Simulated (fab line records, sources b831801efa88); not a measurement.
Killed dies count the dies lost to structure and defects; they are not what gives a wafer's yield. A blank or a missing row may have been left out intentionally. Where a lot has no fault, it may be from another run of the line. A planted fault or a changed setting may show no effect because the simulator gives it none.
Split-lot experiment || flow sfq-line || 23 wafers read across 5 lots, on a route 325 steps long

== ABOUT THE SPLIT ==
At SFQ_TRILAYER_JJ_CE_LITHO_PEB_117 (peb time 60 s), the setting peb-temp-c was moved away from the recipe's 115 C on 8 of the 23 wafers read, by -3.2% to +1.1%. For the rest of the wafers, this setting stayed at what the recipe calls for.

== THE PATH FROM SPLIT TO READING: the file shows 1 step between them ==
- SFQ_TRILAYER_JJ_CE_LITHO_DEVELOP_116: time 60 s

== THE READING ==
cd-nm, in nm, at SFQ_TRILAYER_JJ_CE_METRO_MEASURE_117. Typical for fault-free wafers on this fab line: 699.7 nm, with standard deviation 1.2 nm.

{"wafer": "L076.1", "tool, chamber at the split": "litho-track-03, 0", "peb-temp-c as run, C": 111.3, "against the recipe": "-3.2%", "cd-nm, nm": 777.3, "against lot-mates on the recipe": "+78.7"}
{"wafer": "L076.2", "tool, chamber at the split": "litho-track-03, 0", "peb-temp-c as run, C": 111.3, "against the recipe": "-3.2%", "cd-nm, nm": 778.4, "against lot-mates on the recipe": "+79.8"}
{"wafer": "L076.3", "tool, chamber at the split": "litho-track-03, 0", "peb-temp-c as run, C": 111.3, "against the recipe": "-3.2%", "cd-nm, nm": 777.9, "against lot-mates on the recipe": "+79.3"}
{"wafer": "L076.5", "tool, chamber at the split": "litho-track-03, 0", "peb-temp-c as run, C": 115, "against the recipe": "recipe", "cd-nm, nm": 698.3, "against lot-mates on the recipe": "-"}
{"wafer": "L076.6", "tool, chamber at the split": "litho-track-03, 0", "peb-temp-c as run, C": 115, "against the recipe": "recipe", "cd-nm, nm": 698.9, "against lot-mates on the recipe": "-"}
{"wafer": "L077.1", "tool, chamber at the split": "litho-track-03, 0", "peb-temp-c as run, C": 115, "against the recipe": "recipe", "cd-nm, nm": 699.8, "against lot-mates on the recipe": "-"}
{"wafer": "L077.3", "tool, chamber at the split": "litho-track-03, 0", "peb-temp-c as run, C": 115, "against the recipe": "recipe", "cd-nm, nm": 697.5, "against lot-mates on the recipe": "-"}
{"wafer": "L077.4", "tool, chamber at the split": "litho-track-03, 0", "peb-temp-c as run, C": 116.3, "against the recipe": "+1.1%", "cd-nm, nm": 676.8, "against lot-mates on the recipe": -21.7}
{"wafer": "L077.5", "tool, chamber at the split": "litho-track-03, 0", "peb-temp-c as run, C": 116.3, "against the recipe": "+1.1%", "cd-nm, nm": 676.4, "against lot-mates on the recipe": -22.1}
{"wafer": "L077.6", "tool, chamber at the split": "litho-track-03, 0", "peb-temp-c as run, C": 115, "against the recipe": "recipe", "cd-nm, nm": 698.1, "against lot-mates on the recipe": "-"}
{"wafer": "L079.1", "tool, chamber at the split": "litho-track-03, 0", "peb-temp-c as run, C": 112.6, "against the recipe": "-2.1%", "cd-nm, nm": 748.2, "against lot-mates on the recipe": "+48.5"}
{"wafer": "L079.3", "tool, chamber at the split": "litho-track-03, 0", "peb-temp-c as run, C": 112.6, "against the recipe": "-2.1%", "cd-nm, nm": 747.8, "against lot-mates on the recipe": "+48.1"}
{"wafer": "L079.4", "tool, chamber at the split": "litho-track-03, 0", "peb-temp-c as run, C": 112.6, "against the recipe": "-2.1%", "cd-nm, nm": 747.6, "against lot-mates on the recipe": "+47.9"}
{"wafer": "L079.5", "tool, chamber at the split": "litho-track-03, 0", "peb-temp-c as run, C": 115, "against the recipe": "recipe", "cd-nm, nm": 699.1, "against lot-mates on the recipe": "-"}
{"wafer": "L079.6", "tool, chamber at the split": "litho-track-03, 0", "peb-temp-c as run, C": 115, "against the recipe": "recipe", "cd-nm, nm": 700.2, "against lot-mates on the recipe": "-"}
{"wafer": "L081.1", "tool, chamber at the split": "litho-track-01, 0", "peb-temp-c as run, C": 115, "against the recipe": "recipe", "cd-nm, nm": 699.0, "against lot-mates on the recipe": "-"}
{"wafer": "L081.3", "tool, chamber at the split": "litho-track-01, 0", "peb-temp-c as run, C": 115, "against the recipe": "recipe", "cd-nm, nm": 699.1, "against lot-mates on the recipe": "-"}
{"wafer": "L081.4", "tool, chamber at the split": "litho-track-01, 0", "peb-temp-c as run, C": 115, "against the recipe": "recipe", "cd-nm, nm": 699.7, "against lot-mates on the recipe": "-"}
{"wafer": "L083.1", "tool, chamber at the split": "litho-track-03, 0", "peb-temp-c as run, C": 115, "against the recipe": "recipe", "cd-nm, nm": 699.5, "against lot-mates on the recipe": "-"}
{"wafer": "L083.2", "tool, chamber at the split": "litho-track-03, 0", "peb-temp-c as run, C": 115, "against the recipe": "recipe", "cd-nm, nm": 699.2, "against lot-mates on the recipe": "-"}
{"wafer": "L083.3", "tool, chamber at the split": "litho-track-03, 0", "peb-temp-c as run, C": 115, "against the recipe": "recipe", "cd-nm, nm": 698.6, "against lot-mates on the recipe": "-"}
{"wafer": "L083.4", "tool, chamber at the split": "litho-track-03, 0", "peb-temp-c as run, C": 115, "against the recipe": "recipe", "cd-nm, nm": 698.4, "against lot-mates on the recipe": "-"}
{"wafer": "L083.6", "tool, chamber at the split": "litho-track-03, 0", "peb-temp-c as run, C": 115, "against the recipe": "recipe", "cd-nm, nm": 700.1, "against lot-mates on the recipe": "-"}

FIT RESULTS
A straight line over all 23 wafers: cd-nm changes by -23.8 nm for each +1% of peb-temp-c; r = -1.00; the points scatter about the line by 1.7 nm.
The same after taking each lot's own level away (the mean of its wafers on the recipe; 23 wafers): -23.7 nm for each +1%; r = -1.00; scatter 1.9 nm.
According to that fit, moving peb-temp-c by its largest amount changes the reading by 76 nm.
The span of the lots' own levels, 698.47 to 699.65 nm, comes to 1.0 times the standard deviation stated above.
Hence the lot-to-lot level has little effect on the slope; both slopes agree.
Check: for one of the wafers moved furthest among these (-3.2%), held out of the fit, the line's prediction against its lot-mates is +76.5 nm. Against them it came out at +78.7 nm.

== THE WHOLE CHAIN: every reading that the file lists as answering this split, in the file's order ==
{"step": "SFQ_TRILAYER_JJ_CE_METRO_MEASURE_117", "what it does": "", "reading": "cd-nm", "change (the file's fit)": "-23.8 nm for each +1% of the setting", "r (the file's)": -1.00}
{"step": "SFQ_TRILAYER_JJ_CE_BARC_OPEN_RIE_150", "what it does": "chemistry O2, target BARC, target depth 240 nm, time 80 s", "reading": "JJ.cd-nm (the simulator's own value, which no gauge read)", "change (the file's fit)": "-23.6 nm for each +1% of the setting", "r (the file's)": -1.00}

== THE FILE'S OWN FIT ==
cd-nm changes by -23.8 nm for each +1% of peb-temp-c, r = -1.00.
